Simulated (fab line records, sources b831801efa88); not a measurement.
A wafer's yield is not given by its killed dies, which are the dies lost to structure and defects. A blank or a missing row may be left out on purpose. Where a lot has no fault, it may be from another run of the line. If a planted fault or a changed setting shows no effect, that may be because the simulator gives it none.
8D (eight disciplines) problem report, filled in by code || flow sky130 || the parts of the form that need people (team, actions taken, sign-off) are left out

== 1. THE PROBLEM ==
killed-at-contacts at SKY_PAD_OPEN_PROBE_99 reads a mean of 56 on 1 wafer of 1 lot; wafers without a fault read 25 with a standard deviation of 5.1. That puts it +6.1 standard deviations away from the usual mean.
Seen first at day 47 05:48 on prober-02, wafer L954.3. At this step, 15 wafers from 5 lots have a number in the record. The rule behind "out" and "out of limits": a value lying over 4 standard deviations away from the usual mean. All remaining wafers that have a number are taken as sound.

== 2. WHAT IT IS, AND WHAT IT ISN'T ==
{"question": "which readings at this step", "is": "killed-at-contacts", "is not": "killed_at_M0_to_M3, killed_at_M4_up, killed-at-front-end, killed-at-other, killed-open, killed-short"}
{"question": "which lots", "is": "L954", "is not": "L960, L964, L965, L966"}
{"question": "which wafers of those lots", "is": "L954.3", "is not": "L954.4, L954.6"}
{"question": "read on which tools", "is": "prober-02", "is not": "prober-01"}
{"question": "when", "is": "from day 47 05:48", "is not": "up to then (0 sound wafers); but 14 sound wafers of L954, L960, L964, L965, L966 came after"}

== 3. WHAT RULES OUT EACH SUSPECT ==
Counting: any tool at a process step up to the reading remains a suspect provided it ran every lot that is out. Sound lots after the first of them don't rule it out here, since some wafers of a struck lot are sound.
- rie-diel-01 at SKY_LI_CONTACT_ETCH_14 (etches BARC in N2/H2, stops on SiO2, time 45.9 s, target depth 60 nm): kept. It ran the lot that is out, L954 (day 31 07:53).
- pvd-sputter-03 at SKY_METAL5_SPUTTER_03 (material Ti, target thk 5 nm, time 3.3 s): kept. It ran the lot that is out, L954 (day 44 13:08).
- plasma-asher-04 at SKY_METAL5_STRIP_16 (strips in O2/N2): kept. It ran the lot that is out, L954 (day 45 10:11).
- prober-02 at SKY_PAD_OPEN_PROBE_99: kept. It ran the lot that is out, L954 (day 47 05:48). Out on those wafers are its own readings of killed-at-contacts.
- rie-diel-01, SKY_LI_CONTACT_ETCH_14: wafers that are out in chamber 1, sound lot-mates in chambers 0, 2.
- Within plasma-asher-04 at SKY_METAL5_STRIP_16, the wafers that are out were processed in chamber 1 and their sound lot-mates in chamber 0.
Left after counting: rie-diel-01 at SKY_LI_CONTACT_ETCH_14, pvd-sputter-03 at SKY_METAL5_SPUTTER_03, plasma-asher-04 at SKY_METAL5_STRIP_16, prober-02 at SKY_PAD_OPEN_PROBE_99.

== 4. THE CAUSE (what the simulator had put in) ==
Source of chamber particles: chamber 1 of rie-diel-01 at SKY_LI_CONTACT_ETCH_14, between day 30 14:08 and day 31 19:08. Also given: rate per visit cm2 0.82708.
4 suspects survive the count, and this tool is in that group.

== 5. THE CHAIN OF EFFECTS, in route order ==
Rows list readings where the struck wafers' mean (over those with a number) sits beyond 3 standard deviations from the usual. Readings are gone through only where the record gives a usual standard deviation; hours: the median, over the lots, of the time from a lot's start at the first step in this table giving one to that lot's start at this step; sigmas: the change measured in usual standard deviations.
{"hours": 0, "step": "SKY_PAD_OPEN_PROBE_99", "reading": "killed-at-contacts", "usual": 25, "on struck wafers": 56, "change": "+31", "sigmas": "+6.1"}
{"hours": 0, "step": "SKY_PAD_OPEN_PROBE_99", "reading": "killed-on-rim", "usual": 17, "on struck wafers": 31, "change": "+14", "sigmas": "+3.4"}
The process steps in it:
- SKY_PAD_OPEN_PROBE_99

== 6. HOW IT WOULD HAVE BEEN CAUGHT EARLIER ==
In this record the first reading out of limits was taken at day 47 05:48, 400 hours after the fault began at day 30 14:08.
No tool reading at SKY_LI_CONTACT_ETCH_14 that has a usual standard deviation in the record was out on any struck wafer, so an alarm limit of 4 standard deviations on those readings would not have fired.
Lots out: 1; all had begun SKY_LI_CONTACT_ETCH_14 on rie-diel-01 by day 47 05:48. None of them would have been spared by holding the tool at that moment.
